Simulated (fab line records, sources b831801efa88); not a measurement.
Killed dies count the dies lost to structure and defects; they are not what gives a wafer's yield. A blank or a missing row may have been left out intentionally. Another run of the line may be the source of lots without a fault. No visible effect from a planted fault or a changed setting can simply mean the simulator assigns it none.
Which tool was responsible? :: flow gf180mcu :: 11 lots, 31 wafers sampled, at 4 steps of a route of 602

== WHAT THE GAUGES READ, wafer by wafer ==
GF_V1_THK_MEAS_03. Usual: V1_CVD_02_THK 846 nm, standard deviation 13.
lot: L776
measured: day 17 03:35
on: film metro-02
V1_CVD_02_THK (nm): 823 837 840
flag: 

lot: L778
measured: day 17 23:40
on: film metro-01
V1_CVD_02_THK (nm): 830 854 847
flag: 

lot: L779
measured: day 18 03:16
on: film metro-02
V1_CVD_02_THK (nm): 847 847 864
flag: 

lot: L780
measured: day 18 16:31
on: film metro-02
V1_CVD_02_THK (nm): 837 864 868
flag: 

lot: L782
measured: day 19 10:40
on: film metro-03
V1_CVD_02_THK (nm): 824 831 835
flag: 

lot: L783
measured: day 19 20:16
on: film metro-03
V1_CVD_02_THK (nm): 827 833 850
flag: 

lot: L792
measured: day 22 21:44
on: film metro-03
V1_CVD_02_THK (nm): 918 848
flag: 

lot: L793
measured: day 23 11:53
on: film metro-01
V1_CVD_02_THK (nm): 907 832
flag: 

lot: L796
measured: day 24 03:06
on: film metro-03
V1_CVD_02_THK (nm): 844 837 837
flag: 

lot: L798
measured: day 24 20:25
on: film metro-03
V1_CVD_02_THK (nm): 861 874 876
flag: 

lot: L799
measured: day 25 06:22
on: film metro-01
V1_CVD_02_THK (nm): 851 868 861
flag: 

== EACH LOT AND THE TOOL THAT RAN IT (in order: tool; ch and the chambers of the sampled wafers; start) ==
lot: L776
GF_CONTACT_STRIP_18: plasma asher-04 ch 1, day 16 03:01
GF_CONTACT_SPUTTER_23: pvd sputter-02, day 16 03:23
GF_V1_CVD_02: pecvd-03 ch 0,1,2, day 17 03:30

lot: L778
GF_CONTACT_STRIP_18: plasma asher-01 ch 0,1, day 16 22:31
GF_CONTACT_SPUTTER_23: pvd sputter-03, day 16 22:53
GF_V1_CVD_02: pecvd-02 ch 1,2, day 17 23:33

lot: L779
GF_CONTACT_STRIP_18: plasma asher-02 ch 0,1, day 17 02:13
GF_CONTACT_SPUTTER_23: pvd sputter-03, day 17 02:35
GF_V1_CVD_02: pecvd-01 ch 0,1,2, day 18 03:12

lot: L780
GF_CONTACT_STRIP_18: plasma asher-02 ch 0,1, day 17 14:55
GF_CONTACT_SPUTTER_23: pvd sputter-01, day 17 15:17
GF_V1_CVD_02: pecvd-02 ch 0,1,2, day 18 16:26

lot: L782
GF_CONTACT_STRIP_18: plasma asher-02 ch 0,1, day 18 07:58
GF_CONTACT_SPUTTER_23: pvd sputter-03, day 18 08:20
GF_V1_CVD_02: pecvd-03 ch 0,1, day 19 10:34

lot: L783
GF_CONTACT_STRIP_18: plasma asher-01 ch 0,1, day 18 17:06
GF_CONTACT_SPUTTER_23: pvd sputter-03, day 18 17:26
GF_V1_CVD_02: pecvd-03 ch 1,2, day 19 20:11

lot: L792
GF_CONTACT_STRIP_18: plasma asher-01 ch 0,1, day 21 20:19
GF_CONTACT_SPUTTER_23: pvd sputter-02, day 21 20:41
GF_V1_CVD_02: pecvd-03 ch 1,2, day 22 21:38

lot: L793
GF_CONTACT_STRIP_18: plasma asher-01 ch 0,1, day 22 11:29
GF_CONTACT_SPUTTER_23: pvd sputter-03, day 22 11:50
GF_V1_CVD_02: pecvd-03 ch 1,2, day 23 11:47

lot: L796
GF_CONTACT_STRIP_18: plasma asher-02 ch 0,1, day 23 02:07
GF_CONTACT_SPUTTER_23: pvd sputter-03, day 23 02:30
GF_V1_CVD_02: pecvd-01 ch 0,1,2, day 24 03:02

lot: L798
GF_CONTACT_STRIP_18: plasma asher-02 ch 0,1, day 23 19:42
GF_CONTACT_SPUTTER_23: pvd sputter-03, day 23 20:03
GF_V1_CVD_02: pecvd-02 ch 0,1, day 24 20:19

lot: L799
GF_CONTACT_STRIP_18: plasma asher-04 ch 0,1, day 24 06:16
GF_CONTACT_SPUTTER_23: pvd sputter-02, day 24 06:38
GF_V1_CVD_02: pecvd-02 ch 0,1, day 25 06:17
- GF_CONTACT_STRIP_18: strips in O2/N2.
- GF_CONTACT_SPUTTER_23: material TiN, target thk 10 nm, time 40 s.
- GF_V1_CVD_02: deposits SiO2 from TEOS, target thk 850 nm, time 94.851 s.

== AS READ BY THE TOOLS THEMSELVES (means over the sampled wafers that have a number; for cases with no such wafer, the mark the record gives instead) ==
GF_CONTACT_STRIP_18. Usual: drypump motor current A 5.7 A, standard deviation 0.31; heater power w 324 W, standard deviation 25; oes product au 0.580 a.u., standard deviation 0.0051.
lot: L776
tool: plasma asher-04
drypump motor current A (A): 4.9
heater power w (W): 301
oes product au (a.u.): 0.580
flag: 

lot: L778
tool: plasma asher-01
drypump motor current A (A): 5.9
heater power w (W): 318
oes product au (a.u.): 0.582
flag: 

lot: L779
tool: plasma asher-02
drypump motor current A (A): 5.6
heater power w (W): 341
oes product au (a.u.): 0.578
flag: 

lot: L780
tool: plasma asher-02
drypump motor current A (A): 5.6
heater power w (W): 341
oes product au (a.u.): 0.581
flag: 

lot: L782
tool: plasma asher-02
drypump motor current A (A): 5.6
heater power w (W): 341
oes product au (a.u.): 0.585
flag: 

lot: L783
tool: plasma asher-01
drypump motor current A (A): 5.9
heater power w (W): 320
oes product au (a.u.): 0.582
flag: 

lot: L792
tool: plasma asher-01
drypump motor current A (A): 5.9
heater power w (W): 316
oes product au (a.u.): 0.577
flag: 

lot: L793
tool: plasma asher-01
drypump motor current A (A): 6.0
heater power w (W): 308
oes product au (a.u.): 0.577
flag: 

lot: L796
tool: plasma asher-02
drypump motor current A (A): 5.6
heater power w (W): 336
oes product au (a.u.): 0.577
flag: 

lot: L798
tool: plasma asher-02
drypump motor current A (A): 5.6
heater power w (W): 341
oes product au (a.u.): 0.585
flag: 

lot: L799
tool: plasma asher-04
drypump motor current A (A): 5.8
heater power w (W): 323
oes product au (a.u.): 0.584
flag: 

GF_CONTACT_SPUTTER_23. Usual: cathode dc power W 4000.0 W, standard deviation 0.69; chamber pressure pa 5.001 Pa, standard deviation 0.0097; throttle valve pct 30.1 %, standard deviation 0.86.
lot: L776
tool: pvd sputter-02
cathode dc power W (W): 4000.5
chamber pressure pa (Pa): 4.998
throttle valve pct (%): 31.0
flag: 

lot: L778
tool: pvd sputter-03
cathode dc power W (W): 4000.3
chamber pressure pa (Pa): 4.984
throttle valve pct (%): 30.2
flag: 

lot: L779
tool: pvd sputter-03
cathode dc power W (W): 3999.8
chamber pressure pa (Pa): 4.993
throttle valve pct (%): 30.1
flag: 

lot: L780
tool: pvd sputter-01
cathode dc power W (W): 3999.3
chamber pressure pa (Pa): 5.013
throttle valve pct (%): 29.5
flag: 

lot: L782
tool: pvd sputter-03
cathode dc power W (W): 4000.2
chamber pressure pa (Pa): 5.009
throttle valve pct (%): 30.5
flag: 

lot: L783
tool: pvd sputter-03
cathode dc power W (W): 3999.9
chamber pressure pa (Pa): 5.000
throttle valve pct (%): 30.4
flag: 

lot: L792
tool: pvd sputter-02
cathode dc power W (W): 4000.1
chamber pressure pa (Pa): 4.989
throttle valve pct (%): 29.7
flag: 

lot: L793
tool: pvd sputter-03
cathode dc power W (W): 4000.1
chamber pressure pa (Pa): 4.986
throttle valve pct (%): 30.6
flag: 

lot: L796
tool: pvd sputter-03
cathode dc power W (W): 4000.6
chamber pressure pa (Pa): 5.003
throttle valve pct (%): 30.0
flag: 

lot: L798
tool: pvd sputter-03
cathode dc power W (W): 4000.2
chamber pressure pa (Pa): 5.000
throttle valve pct (%): 30.1
flag: 

lot: L799
tool: pvd sputter-02
cathode dc power W (W): 3999.7
chamber pressure pa (Pa): 5.004
throttle valve pct (%): 30.0
flag: 

GF_V1_CVD_02. Usual: heater power w 614 W, standard deviation 92; run length s 123.1 s, standard deviation 0.41.
lot: L776
tool: pecvd-03
heater power w (W): 602
run length s (s): 123.0
flag: 

lot: L778
tool: pecvd-02
heater power w (W): 621
run length s (s): 123.6
flag: 

lot: L779
tool: pecvd-01
heater power w (W): 679
run length s (s): 122.9
flag: 

lot: L780
tool: pecvd-02
heater power w (W): 566
run length s (s): 123.4
flag: 

lot: L782
tool: pecvd-03
heater power w (W): 578
run length s (s): 122.9
flag: 

lot: L783
tool: pecvd-03
heater power w (W): 633
run length s (s): 123.1
flag: 

lot: L792
tool: pecvd-03
heater power w (W): 650
run length s (s): 127.1
flag: OFF

lot: L793
tool: pecvd-03
heater power w (W): 592
run length s (s): 126.8
flag: OFF

lot: L796
tool: pecvd-01
heater power w (W): 684
run length s (s): 122.9
flag: 

lot: L798
tool: pecvd-02
heater power w (W): 535
run length s (s): 123.5
flag: 

lot: L799
tool: pecvd-02
heater power w (W): 593
run length s (s): 123.0
flag: 

== THE ANSWER, worked out from the rows above alone ==
Rule: a lot counts as off when the mean over its wafers that have a number is more than 3 standard deviations away from the usual mean. A lot without any number at a reading at which 4 lots or more have one is off too. All remaining lots with rows at the step are treated as sound. First the gauges in route order, then the tools' own readings, where a lot's mean is used as printed above. At the first step where some lot is off, the reading lying furthest off is the one used; lots without a number count as furthest.
Off: L792, L793 (GF_V1_CVD_02, run length s).
A tool fits if, at that step or a process step before it, it ran every lot that is off, and no sound lot after the first of them. Undecided on this evidence; 2 tools fit (plasma asher-01 at GF_CONTACT_STRIP_18, pecvd-03 at GF_V1_CVD_02).

== WHAT THE SIMULATOR HAD PUT IN ==
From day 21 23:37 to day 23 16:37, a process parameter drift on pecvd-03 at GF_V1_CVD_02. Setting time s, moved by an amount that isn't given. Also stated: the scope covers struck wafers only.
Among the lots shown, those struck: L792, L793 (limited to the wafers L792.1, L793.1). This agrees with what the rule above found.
